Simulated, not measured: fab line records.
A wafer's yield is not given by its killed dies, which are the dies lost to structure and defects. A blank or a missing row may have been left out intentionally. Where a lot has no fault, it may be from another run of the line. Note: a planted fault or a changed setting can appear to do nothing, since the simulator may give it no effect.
Struck lot and sound lot, side by side + flow sky130 + 19 out of 708 route steps
Sound: these wafers, L272.1, L272.3, L272.6. Wafers L265.1, L265.5, L265.6 were the ones struck. The cause comes at the end.
Per side, at each step with rows, come the tool, then ch with its chambers, and then its first start. Under that, the readings that differ: sound wafers + struck wafers + difference of the means + sigmas: that difference in standard deviations of wafers without a fault.
alike: same words and numbers on both sides, and readings whose means sit less than 2 such deviations apart. not compared: any withheld reading, any reading some wafer has no value for, any bound like >300 that may hide the same value, and any number with overlapping values for which the record gives no deviation.
The two part at a step that has a row with sigmas, a row that says differs or no value, or rows on one side only. When numbers do not overlap yet have no deviation, they are printed without sigmas and do not part them. A reading missing from all wafers of one side parts the sides only when that side holds two or more wafers.

first, 3 steps without rows for these wafers: SKY_VT_ADJUST_NCORE_EXPOSE_04 (exposes mask LVTN COMPLEMENT THIN, target cd 380 nm); SKY_VT_ADJUST_NCORE_PEB_05; SKY_VT_ADJUST_NCORE_DEVELOP_06 (develop time 60 s).
SKY_VT_ADJUST_NCORE_CD_MEAS_07: the cd target is 380 nm.
  sound on cdSem-01, day 14 19:34; struck on cdSem-02, day 12 15:06
  alike: cdNm
SKY_VT_ADJUST_NCORE_OVL_MEAS_08:
  sound on overlay-02, day 14 19:41; struck on overlay-01, day 12 15:13
  alike: VT_ADJUST_NCORE_OVL
following that, these wafers have no rows for 1 step: SKY_VT_ADJUST_NCORE_IMPLANT_09.
SKY_VT_ADJUST_NCORE_STRIP_10: strips in O2/N2.
  sound on plasmaAsher-04 ch 0,1, day 14 19:52; struck on plasmaAsher-02 ch 0,1, day 12 15:24
  alike: drypumpMotorCurrentA, oesProductAu, stripTimeToEndpointS
  not compared: rfHoursCounterH
SKY_VT_ADJUST_NCORE_TW_MEAS_11:
  sound on filmMetro-02, day 14 19:58; struck on filmMetro-01, day 12 15:30
  alike: VT_ADJUST_NCORE_TW
then, 4 steps without rows for these wafers: SKY_VT_ADJUST_HVTR_DEHYDRATE_00 (time 60 s); SKY_VT_ADJUST_HVTR_HMDS_01 (prime time 60 s); SKY_VT_ADJUST_HVTR_COAT_02 (resist thk 1140 nm); SKY_VT_ADJUST_HVTR_SOFTBAKE_03 (time 60 s).
SKY_VT_ADJUST_HVTR_EXPOSE_04: exposes mask HVTRM, target cd 380 nm.
  sound on ilineStepper-01 ch 0, day 15 08:35; struck on ilineStepper-02 ch 0, day 13 03:37
| reading                              | sound                   | struck               | difference | sigmas |
|--------------------------------------|-------------------------|----------------------|------------|--------|
| model.VT_ADJUST_HVTR.overlayXNm (nm) | -0.3556 -0.3556 -0.3556 | -91.94 -91.94 -91.94 | -91.58     |        |
  alike: mask
then, 2 steps without rows for these wafers: SKY_VT_ADJUST_HVTR_PEB_05; SKY_VT_ADJUST_HVTR_DEVELOP_06 (develop time 60 s).
SKY_VT_ADJUST_HVTR_CD_MEAS_07: the cd target is 380 nm.
  sound on cdSem-01, day 15 22:44; struck on cdSem-02, day 13 16:50
  alike: cdNm
SKY_VT_ADJUST_HVTR_OVL_MEAS_08:
  sound on overlay-01, day 15 22:51; struck on overlay-01, day 13 16:58
| reading                 | sound          | struck            | difference | sigmas |
|-------------------------|----------------|-------------------|------------|--------|
| VT_ADJUST_HVTR_OVL (nm) | -1.7 -2.4 -1.5 | -91.0 -89.4 -90.2 | -88.3      | -59    |
following that, these wafers have no rows for 1 step: SKY_VT_ADJUST_HVTR_IMPLANT_09.
-- the record jumps here: 36 days lie between the struck wafers' starts before and after (it left off in module VT_ADJUST_HVTR and takes up again in module PAD_OPEN, whose first step shown is number 708 of the route) --
SKY_PAD_OPEN_PROBE_99:
  sound on prober-01, day 50 16:55; struck on prober-02, day 49 07:44
| reading                              | sound                   | struck                  | difference | sigmas |
|--------------------------------------|-------------------------|-------------------------|------------|--------|
| model.etest.pfet_01v8_mvt.vtSatV (V) | -0.5604 -0.5767 -0.5601 | -0.5958 -0.5944 -0.6052 | -0.0327    |        |
| model.etest.pfet_01v8_mvt.vtV (V)    | -0.6492 -0.6583 -0.6461 | -0.6812 -0.6771 -0.6863 | -0.0303    |        |
  alike: killed_at_M0_to_M3, killed_at_M4_up, killedAtContacts, killedAtFrontEnd, killedAtOther, killedDies, killedOpen, killedShort

WHERE THEY PART
Within this record, at SKY_VT_ADJUST_HVTR_OVL_MEAS_08 only. Later steps at which nothing parts them and some readings are alike: SKY_PAD_OPEN_PROBE_99.

WHY: what the simulator had put in
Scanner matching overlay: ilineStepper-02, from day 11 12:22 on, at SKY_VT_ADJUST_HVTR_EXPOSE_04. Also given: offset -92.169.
